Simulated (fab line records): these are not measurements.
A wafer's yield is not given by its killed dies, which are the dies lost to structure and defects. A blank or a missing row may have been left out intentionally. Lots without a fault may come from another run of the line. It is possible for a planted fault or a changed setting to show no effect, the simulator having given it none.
Struck lot and sound lot, side by side | flow sky130 | 39 steps out of a route of 708
Sound: wafers L999.2, L999.3, L999.5. Wafers L991.1, L991.2, L991.4 were the ones struck. The cause is given at the end.
Per side, at each step with rows, come the tool, then ch with its chambers, and then its first start. Under that, the readings that differ: sound wafers | struck wafers | difference of the means | sigmas: that difference in standard deviations of wafers without a fault.
alike: same words and numbers on both sides, and readings whose means sit less than 2 such deviations apart. not compared: any withheld reading, any reading some wafer has no value for, any bound like >300 that may hide the same value, and any number with overlapping values for which the record gives no deviation.
A row with sigmas, a row that says differs or no value, or rows on one side alone: a step with any of these is where the two part. When numbers do not overlap yet have no deviation, they are printed without sigmas and do not part them. Lack of a reading on every wafer of one side parts them only where that side has two or more wafers.

first, 9 steps without rows for these wafers: SKY_LDD_HVP_IMPLANT_08; SKY_LDD_HVP_STRIP_09 (strips in O2/N2); SKY_LDD_LDN_DEHYDRATE_00 (time 60 s); SKY_LDD_LDN_HMDS_01 (prime time 60 s); SKY_LDD_LDN_COAT_02 (resist thk 1140 nm); SKY_LDD_LDN_SOFTBAKE_03 (time 60 s); SKY_LDD_LDN_EXPOSE_04 (exposes mask LDNTM, target cd 700 nm); SKY_LDD_LDN_PEB_05; SKY_LDD_LDN_DEVELOP_06 (develop time 60 s).
SKY_LDD_LDN_IMPLANT_08:
  sound on implanter-04 ch 0, day 31 10:31; struck on implanter-04 ch 0, day 28 15:52
  reading            | sound                            | struck                        | difference | sigmas
  dose_ions_cm2      | 1.2517e+13 1.2508e+13 1.2496e+13 | 1.914e+12 1.915e+12 1.949e+12 | -1.058e+13 | -99 or more
  faraday_current_uA | 72.4 69.3 71.3                   | 10.9 10.6 10.8                | -60.2      | -43
then, 4 steps without rows for these wafers: SKY_LDD_LDN_IMPLANT_09; SKY_LDD_LDN_IMPLANT_10; SKY_LDD_LDN_IMPLANT_11; SKY_LDD_LDN_STRIP_12 (strips in O2/N2).
SKY_LDD_LDN_TW_MEAS_13:
  sound on film_metro-02 at day 31 11:12; struck on film_metro-04 at day 28 16:34
  reading    | sound          | struck         | difference | sigmas
  LDD_LDN_TW | 1481 1483 1483 | 1371 1379 1373 | -108       | -8
then, 21 steps without rows for these wafers: SKY_LDD_LDN_CLEAN_14 (cleans in SC1/SC2, time 150 s); SKY_SPACER_CVD_00 (deposits Si3N4 from DCS/NH3, target thk 43.1 nm, time 740 s); SKY_SPACER_ETCHBACK_02 (etches Si3N4 in CH3F/O2, stops on SiO2, time 46.7 s, target depth 45 nm); SKY_POLY_CUT_DEHYDRATE_00 (time 60 s); SKY_POLY_CUT_HMDS_01 (prime time 60 s); SKY_POLY_CUT_COAT_02 (resist thk 60 nm); SKY_POLY_CUT_COAT_03 (resist thk 450 nm); SKY_POLY_CUT_SOFTBAKE_04 (time 90 s); SKY_POLY_CUT_EXPOSE_05 (exposes mask NPCM, target cd 270 nm); SKY_POLY_CUT_PEB_06; SKY_POLY_CUT_DEVELOP_07 (develop time 60 s); SKY_POLY_CUT_ETCH_10 (etches BARC in N2/H2, stops on SiO2, time 45.9 s, target depth 60 nm); SKY_POLY_CUT_ETCH_11 (etches Si3N4 in CF4/CH2F2/Ar, stops on poly-Si, time 42.5 s, target depth 60 nm); SKY_POLY_CUT_STRIP_12 (strips in O2/N2); SKY_SD_P_DEHYDRATE_00 (time 60 s); SKY_SD_P_HMDS_01 (prime time 60 s); SKY_SD_P_COAT_02 (resist thk 1140 nm); SKY_SD_P_SOFTBAKE_03 (time 60 s); SKY_SD_P_EXPOSE_04 (exposes mask PSDM, target cd 380 nm); SKY_SD_P_PEB_05; SKY_SD_P_DEVELOP_06 (develop time 60 s).
-- the record jumps here: 18 days lie between the struck wafers' starts before and after (it left off in module SD_P and takes up again in module METAL4, whose first step shown is number 631 of the route) --
SKY_METAL4_DESCUM_15: chemistry O2, time 8 s.
  sound on rie_metal-03 ch 0, day 48 09:38; struck on rie_metal-03 ch 0,1, day 46 07:47
  reading                 | sound             | struck            | difference | sigmas
  model.METAL4.cd_nm (nm) | 299.3 300.3 299.6 | 307.3 308.8 304.8 | +7.2       |
  alike: drypump_motor_current_A, oes_product_au
  not compared: rf_hours_counter_h
SKY_METAL4_ETCH_17: etches SiO2 in C4F8/O2/Ar, stops on TiN, time 3.9 s, target depth 15 nm.
  sound on rie_diel-04 ch 1,3, day 48 09:46; struck on rie_diel-01 ch 1,2,3, day 46 07:55
  reading                 | sound             | struck            | difference | sigmas
  model.METAL4.cd_nm (nm) | 300.1 300.9 300.6 | 306.6 308.9 304.5 | +6.1       |
  alike: oes_product_au
  not compared: rf_hours_counter_h
-- the record jumps here: 3 days lie between the struck wafers' starts before and after (it left off in module METAL4 and takes up again in module PAD_OPEN, whose first step shown is number 708 of the route) --
SKY_PAD_OPEN_PROBE_99:
  sound on prober-01 at day 51 11:02; struck on prober-02 at day 49 19:50
  reading                         | sound          | struck         | difference | sigmas
  killed_at_M4_up                 | 3 14 3         | 4 2 2          | -4         | -2
  model.etest.tip_sonos.rs_ohm_sq | 2620 2583 2624 | 2909 2923 2973 | +326       |
  alike: killed_at_M0_to_M3, killed_at_contacts, killed_at_front_end, killed_at_other, killed_dies, killed_open, killed_short

## WHERE THEY PART
Last at SKY_PAD_OPEN_PROBE_99 as far as this record goes, first at SKY_LDD_LDN_IMPLANT_08.

WHY: what the simulator had put in
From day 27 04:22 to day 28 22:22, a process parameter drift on implanter-04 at SKY_LDD_LDN_IMPLANT_08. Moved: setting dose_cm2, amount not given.
